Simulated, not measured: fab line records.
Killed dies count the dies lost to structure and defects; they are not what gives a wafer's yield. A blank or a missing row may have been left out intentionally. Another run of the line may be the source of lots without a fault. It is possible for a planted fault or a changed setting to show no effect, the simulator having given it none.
The tool behind it: which one? | flow sky130 | 24 lots, 72 wafers sampled, at 6 steps of a route of 708

## WHAT THE GAUGES SHOWED, per wafer
SKY_GATE_OXIDE_OVL_MEAS_10. Usual: for GATE_OXIDE_OVL the level is 0.3 nm and the standard deviation is 1.4.
lot  | measured     | on         | GATE_OXIDE_OVL (nm) | flag
L074 | day 13 12:13 | overlay-02 | 0.6 -0.8 1.5        |
L075 | day 13 17:09 | overlay-02 | 0.9 -1.8 -1.9       |
L076 | day 14 14:16 | overlay-01 | -0.7 -0.8 -1.6      |
L077 | day 14 14:34 | overlay-01 | 0.7 0.0 -0.4        |
L078 | day 14 19:43 | overlay-02 | -1.0 -2.8 -0.2      |
L079 | day 15 13:43 | overlay-01 | 0.7 1.0 0.5         |
L080 | day 15 15:29 | overlay-02 | 0.6 0.8 2.0         |
L081 | day 15 23:43 | overlay-02 | 0.1 -0.9 0.4        |
L082 | day 16 10:13 | overlay-01 | 1.9 -1.1 -0.7       |
L083 | day 17 02:19 | overlay-01 | 1.0 3.1 1.7         |
L084 | day 17 03:40 | overlay-01 | 2.8 1.0 1.9         |
L085 | day 17 08:58 | overlay-02 | -3.5 -2.6 -0.9      |
L086 | day 18 00:31 | overlay-02 | 2.1 -1.6 -0.5       |
L087 | day 18 11:34 | overlay-01 | 1.4 2.0 0.8         |
L088 | day 18 17:55 | overlay-01 | 2.5 0.6 3.0         |
L089 | day 19 07:16 | overlay-02 | 1.4 0.9 1.5         |
L090 | day 19 14:55 | overlay-01 | 0.9 0.6 -1.8        |
L091 | day 20 19:19 | overlay-02 | 1.0 1.5 2.2         |
L092 | day 20 18:31 | overlay-02 | 1.0 0.2 2.1         |
L093 | day 20 22:37 | overlay-01 | 0.0 0.5 -1.0        |
L094 | day 21 08:28 | overlay-01 | -0.2 1.7 0.8        |
L095 | day 21 03:46 | overlay-01 | -0.2 -0.7 0.2       |
L096 | day 21 16:43 | overlay-01 | 1.8 -0.8 0.7        |
L097 | day 22 06:25 | overlay-01 | -0.5 -1.4 1.9       |

SKY_METAL2_CD_MEAS_15: target cd 140 nm. Usual: 140.0 nm for cd nm, sd 1.5.
lot  | measured     | on        | cd nm (nm)        | flag
L074 | day 34 22:19 | cd sem-01 | 142.6 142.5 143.2 |
L075 | day 35 07:40 | cd sem-01 | 141.4 141.4 140.0 |
L076 | day 35 18:30 | cd sem-02 | 139.2 139.3 141.1 |
L077 | day 35 19:46 | cd sem-01 | 141.6 141.9 143.0 |
L078 | day 36 05:08 | cd sem-02 | 138.6 138.4 140.9 |
L079 | day 36 18:25 | cd sem-01 | 142.4 143.8 143.1 |
L080 | day 36 20:36 | cd sem-01 | 140.2 140.8 140.0 |
L081 | day 37 04:25 | cd sem-02 | 140.3 142.2 142.2 |
L082 | day 37 07:48 | cd sem-02 | 139.5 140.0 139.5 |
L083 | day 37 23:04 | cd sem-01 | 141.4 139.5 140.1 |
L084 | day 38 03:47 | cd sem-02 | 139.9 141.4 139.8 |
L085 | day 38 04:42 | cd sem-02 | 140.9 139.7 140.1 |
L086 | day 38 17:53 | cd sem-02 | 140.1 140.6 139.8 |
L087 | day 39 04:26 | cd sem-01 | 140.2 138.8 138.7 |
L088 | day 39 08:16 | cd sem-02 | 140.4 140.0 140.9 |
L089 | day 40 23:55 | cd sem-02 | 138.4 138.6 137.5 |
L090 | day 41 04:27 | cd sem-01 | 139.2 138.4 139.3 |
L091 | day 41 08:37 | cd sem-02 | 139.3 138.9 139.2 |
L092 | day 41 06:28 | cd sem-01 | 137.2 138.3 136.9 |
L093 | day 41 08:33 | cd sem-01 | 140.8 141.7 141.8 |
L094 | day 41 10:22 | cd sem-02 | 138.3 138.5 137.8 |
L095 | day 41 09:41 | cd sem-02 | 140.0 138.3 137.8 |
L096 | day 41 12:58 | cd sem-01 | 139.4 138.8 139.7 |
L097 | day 41 20:19 | cd sem-02 | 138.5 139.1 138.8 |

SKY_CAP2M_THK_MEAS_04: measures by xrf. Usual: for CAP2M_TIN_THK the level is 200 nm and the standard deviation is 3.2.
lot  | measured     | on            | CAP2M_TIN_THK (nm) | flag
L074 | day 39 08:46 | film metro-02 | 201 202 196        |
L075 | day 39 17:41 | film metro-04 | 199 199 198        |
L076 | day 40 06:24 | film metro-03 | 200 203 200        |
L077 | day 40 07:03 | film metro-02 | 197 198 203        |
L078 | day 40 14:05 | film metro-04 | 200 199 208        |
L079 | day 41 00:58 | film metro-03 | 203 202 199        |
L080 | day 41 02:51 | film metro-03 | 197 196 198        |
L081 | day 41 10:57 | film metro-04 | 203 195 195        |
L082 | day 41 15:22 | film metro-03 | 199 200 199        |
L083 | day 42 03:19 | film metro-04 | 201 201 199        |
L084 | day 42 10:12 | film metro-04 | 198 200 204        |
L085 | day 42 11:02 | film metro-03 | 200 204 203        |
L086 | day 43 00:45 | film metro-02 | 200 203 202        |
L087 | day 43 10:10 | film metro-03 | 204 198 198        |
L088 | day 43 13:59 | film metro-04 | 206 201 203        |
L089 | day 45 00:36 | film metro-02 | 207 198 205        |
L090 | day 45 03:40 | film metro-03 | 198 198 200        |
L091 | day 45 09:56 | film metro-04 | 200 196 194        |
L092 | day 45 06:10 | film metro-02 | 197 196 200        |
L093 | day 45 08:17 | film metro-03 | 202 196 200        |
L094 | day 45 10:14 | film metro-03 | 200 198 198        |
L095 | day 45 11:09 | film metro-04 | 198 206 203        |
L096 | day 45 14:31 | film metro-03 | 205 200 201        |
L097 | day 45 20:21 | film metro-04 | 195 196 198        |

## WHAT TOOL EACH LOT RAN ON (gives the tool, then ch and the chambers of the sampled wafers, and finally the start)
lot  | SKY_FIELD_ISO_CMP_27         | SKY_METAL2_SPUTTER_03        | SKY_METAL3_SPUTTER_04
L074 | cmp-01 ch 2,3, day 2 08:26   | pvd sputter-03, day 33 19:39 | pvd sputter-03, day 36 03:14
L075 | cmp-02 ch 0,1,3, day 2 13:14 | pvd sputter-04, day 34 05:32 | pvd sputter-04, day 36 13:02
L076 | cmp-02 ch 0,1,3, day 2 21:17 | pvd sputter-03, day 34 16:19 | pvd sputter-01, day 36 23:50
L077 | cmp-02 ch 1,3, day 2 22:59   | pvd sputter-04, day 34 16:50 | pvd sputter-01, day 37 01:26
L078 | cmp-01 ch 0,1, day 3 05:08   | pvd sputter-03, day 35 01:51 | pvd sputter-01, day 37 09:58
L079 | cmp-02 ch 0,2, day 3 12:00   | pvd sputter-03, day 35 15:57 | pvd sputter-03, day 37 21:31
L080 | cmp-02 ch 0,3, day 3 16:58   | pvd sputter-02, day 35 18:50 | pvd sputter-04, day 37 23:54
L081 | cmp-01 ch 0,2,3, day 3 20:45 | pvd sputter-04, day 36 02:15 | pvd sputter-04, day 38 06:44
L082 | cmp-01 ch 1,2, day 4 01:58   | pvd sputter-03, day 36 06:17 | pvd sputter-03, day 38 09:17
L083 | cmp-01 ch 2,3, day 4 08:44   | pvd sputter-02, day 36 23:24 | pvd sputter-04, day 39 00:35
L084 | cmp-02 ch 0,1,3, day 4 13:37 | pvd sputter-03, day 37 04:31 | pvd sputter-03, day 39 07:46
L085 | cmp-01 ch 1,2,3, day 4 17:55 | pvd sputter-03, day 37 05:04 | pvd sputter-01, day 39 07:52
L086 | cmp-01 ch 0,3, day 4 22:36   | pvd sputter-04, day 37 20:19 | pvd sputter-03, day 39 22:44
L087 | cmp-01 ch 0,1,3, day 5 08:33 | pvd sputter-04, day 38 03:11 | pvd sputter-03, day 40 08:06
L088 | cmp-01 ch 0,2,3, day 5 12:33 | pvd sputter-04, day 38 08:01 | pvd sputter-04, day 40 11:46
L089 | cmp-01 ch 0,2, day 5 16:16   | pvd sputter-03, day 40 00:24 | pvd sputter-01, day 42 02:35
L090 | cmp-02 ch 0,1,2, day 5 21:56 | pvd sputter-03, day 40 04:51 | pvd sputter-04, day 42 06:32
L091 | cmp-02 ch 1,2,3, day 6 12:55 | pvd sputter-02, day 40 08:42 | pvd sputter-01, day 42 11:02
L092 | cmp-01 ch 0,1,2, day 6 12:58 | pvd sputter-04, day 40 06:18 | pvd sputter-03, day 42 08:45
L093 | cmp-02 ch 0,2,3, day 6 13:10 | pvd sputter-03, day 40 08:22 | pvd sputter-04, day 42 10:51
L094 | cmp-02 ch 0,1, day 6 21:43   | pvd sputter-03, day 40 10:35 | pvd sputter-03, day 42 13:11
L095 | cmp-01 ch 0,1, day 6 21:43   | pvd sputter-02, day 40 09:39 | pvd sputter-04, day 42 12:47
L096 | cmp-01 ch 0,1, day 7 06:45   | pvd sputter-04, day 40 13:19 | pvd sputter-03, day 42 15:33
L097 | cmp-02 ch 1,2, day 7 14:22   | pvd sputter-04, day 40 20:59 | pvd sputter-04, day 42 22:17
- SKY_FIELD_ISO_CMP_27: polishes, stops on Si3N4, t overpolish 16 s, target thk 457.8 nm.
- SKY_METAL2_SPUTTER_03: material Ti, target thk 5 nm, time 3.3 s.
- SKY_METAL3_SPUTTER_04: material TiN, target thk 70 nm, time 58.3 s.

## AS READ BY THE TOOLS THEMSELVES (means over the sampled wafers that have a number; for cases with no such wafer, the mark the record gives instead)
SKY_FIELD_ISO_CMP_27. Usual: motor current A 12.0 A, standard deviation 1; overpolish run s 16.000 s, standard deviation 0.0095; slurry filter dp kPa 13.50 kPa, standard deviation 0.14; time to endpoint s 114 s, standard deviation 6.
lot  | tool   | motor current A (A) | overpolish run s (s) | slurry filter dp kPa (kPa) | time to endpoint s (s) | flag
L074 | cmp-01 | 12.2                | 15.993               | 13.46                      | 113                    |
L075 | cmp-02 | 12.8                | 15.996               | 13.53                      | 115                    |
L076 | cmp-02 | 12.7                | 16.003               | 13.61                      | 119                    |
L077 | cmp-02 | 12.5                | 15.997               | 13.45                      | 117                    |
L078 | cmp-01 | 11.3                | 15.987               | 13.37                      | 123                    |
L079 | cmp-02 | 11.3                | 16.006               | 13.58                      | 113                    |
L080 | cmp-02 | 13.0                | 16.003               | 13.50                      | 111                    |
L081 | cmp-01 | 11.9                | 16.002               | 13.27                      | 117                    |
L082 | cmp-01 | 12.3                | 15.991               | 13.52                      | 124                    |
L083 | cmp-01 | 12.5                | 16.002               | 13.44                      | 114                    |
L084 | cmp-02 | 12.9                | 16.000               | 13.50                      | 118                    |
L085 | cmp-01 | 12.3                | 16.007               | 13.50                      | 115                    |
L086 | cmp-01 | 10.9                | 16.006               | 13.53                      | 117                    |
L087 | cmp-01 | 11.2                | 15.998               | 13.63                      | 114                    |
L088 | cmp-01 | 11.7                | 16.009               | 13.40                      | 112                    |
L089 | cmp-01 | 12.4                | 15.998               | 13.54                      | 118                    |
L090 | cmp-02 | 12.3                | 16.016               | 13.43                      | 117                    |
L091 | cmp-02 | 11.9                | 16.000               | 13.54                      | 110                    |
L092 | cmp-01 | 11.8                | 15.997               | 13.64                      | 117                    |
L093 | cmp-02 | 12.2                | 15.997               | 13.55                      | 110                    |
L094 | cmp-02 | 12.5                | 15.987               | 13.61                      | 111                    |
L095 | cmp-01 | 11.2                | 15.999               | 13.46                      | 119                    |
L096 | cmp-01 | 11.1                | 16.003               | 13.44                      | 120                    |
L097 | cmp-02 | 11.3                | 16.003               | 13.48                      | 111                    |

SKY_METAL2_SPUTTER_03. Usual: chamber pressure pa 0.4000 Pa, standard deviation 0.00081; throttle valve pct 29.8 %, standard deviation 1.2.
lot  | tool           | chamber pressure pa (Pa) | throttle valve pct (%) | flag
L074 | pvd sputter-03 | 0.3993                   | 29.2                   |
L075 | pvd sputter-04 | 0.3998                   | 31.0                   |
L076 | pvd sputter-03 | 0.3998                   | 30.2                   |
L077 | pvd sputter-04 | 0.4002                   | 29.1                   |
L078 | pvd sputter-03 | 0.4005                   | 29.2                   |
L079 | pvd sputter-03 | 0.4002                   | 30.3                   |
L080 | pvd sputter-02 | 0.4000                   | 30.0                   |
L081 | pvd sputter-04 | 0.4012                   | 29.4                   |
L082 | pvd sputter-03 | 0.3999                   | 31.0                   |
L083 | pvd sputter-02 | 0.3999                   | 30.1                   |
L084 | pvd sputter-03 | 0.3996                   | 29.1                   |
L085 | pvd sputter-03 | 0.4007                   | 30.1                   |
L086 | pvd sputter-04 | 0.4003                   | 29.5                   |
L087 | pvd sputter-04 | 0.3997                   | 29.1                   |
L088 | pvd sputter-04 | 0.3997                   | 30.0                   |
L089 | pvd sputter-03 | 0.3997                   | 30.5                   |
L090 | pvd sputter-03 | 0.4002                   | 29.1                   |
L091 | pvd sputter-02 | 0.3999                   | 30.0                   |
L092 | pvd sputter-04 | 0.3994                   | 31.0                   |
L093 | pvd sputter-03 | 0.3993                   | 29.7                   |
L094 | pvd sputter-03 | 0.3992                   | 29.0                   |
L095 | pvd sputter-02 | 0.3994                   | 29.8                   |
L096 | pvd sputter-04 | 0.4000                   | 30.2                   |
L097 | pvd sputter-04 | 0.3994                   | 30.2                   |

SKY_METAL3_SPUTTER_04. Usual: chamber pressure pa 0.4000 Pa, standard deviation 0.00081; throttle valve pct 29.8 %, standard deviation 1.4.
lot  | tool           | chamber pressure pa (Pa) | throttle valve pct (%) | flag
L074 | pvd sputter-03 | 0.4004                   | 30.3                   |
L075 | pvd sputter-04 | 0.3995                   | 30.1                   |
L076 | pvd sputter-01 | 0.4009                   | 30.9                   |
L077 | pvd sputter-01 | 0.4001                   | 29.7                   |
L078 | pvd sputter-01 | 0.3992                   | 30.5                   |
L079 | pvd sputter-03 | 0.4006                   | 30.1                   |
L080 | pvd sputter-04 | 0.3998                   | 29.3                   |
L081 | pvd sputter-04 | 0.3996                   | 29.4                   |
L082 | pvd sputter-03 | 0.3995                   | 28.4                   |
L083 | pvd sputter-04 | 0.3994                   | 30.2                   |
L084 | pvd sputter-03 | 0.3997                   | 29.8                   |
L085 | pvd sputter-01 | 0.4009                   | 29.7                   |
L086 | pvd sputter-03 | 0.3996                   | 30.4                   |
L087 | pvd sputter-03 | 0.4004                   | 29.2                   |
L088 | pvd sputter-04 | 0.3999                   | 29.5                   |
L089 | pvd sputter-01 | 0.4009                   | 32.0                   |
L090 | pvd sputter-04 | 0.3992                   | 30.2                   |
L091 | pvd sputter-01 | 0.3995                   | 30.7                   |
L092 | pvd sputter-03 | 0.4004                   | 29.3                   |
L093 | pvd sputter-04 | 0.4002                   | 29.2                   |
L094 | pvd sputter-03 | 0.3997                   | 28.6                   |
L095 | pvd sputter-04 | 0.3997                   | 30.1                   |
L096 | pvd sputter-03 | 0.3997                   | 29.8                   |
L097 | pvd sputter-04 | 0.4000                   | 30.2                   |

## THE ANSWER, worked out from the rows above alone
Rule: lot off if the mean of its wafers having a number is beyond 3 standard deviations from the usual mean. A lot without any number at a reading at which 4 lots or more have one is off too. Where the step has rows for the other lots, those lots are counted as sound. First the gauges in route order, then the tools' own readings, where a lot's mean is used as printed above. At the first step where some lot is off, the reading lying furthest off is the one used; lots without a number count as furthest.
Across all readings shown, no lot is off: no conclusion can be drawn from this.

## WHAT HAD BEEN PUT IN BY THE SIMULATOR
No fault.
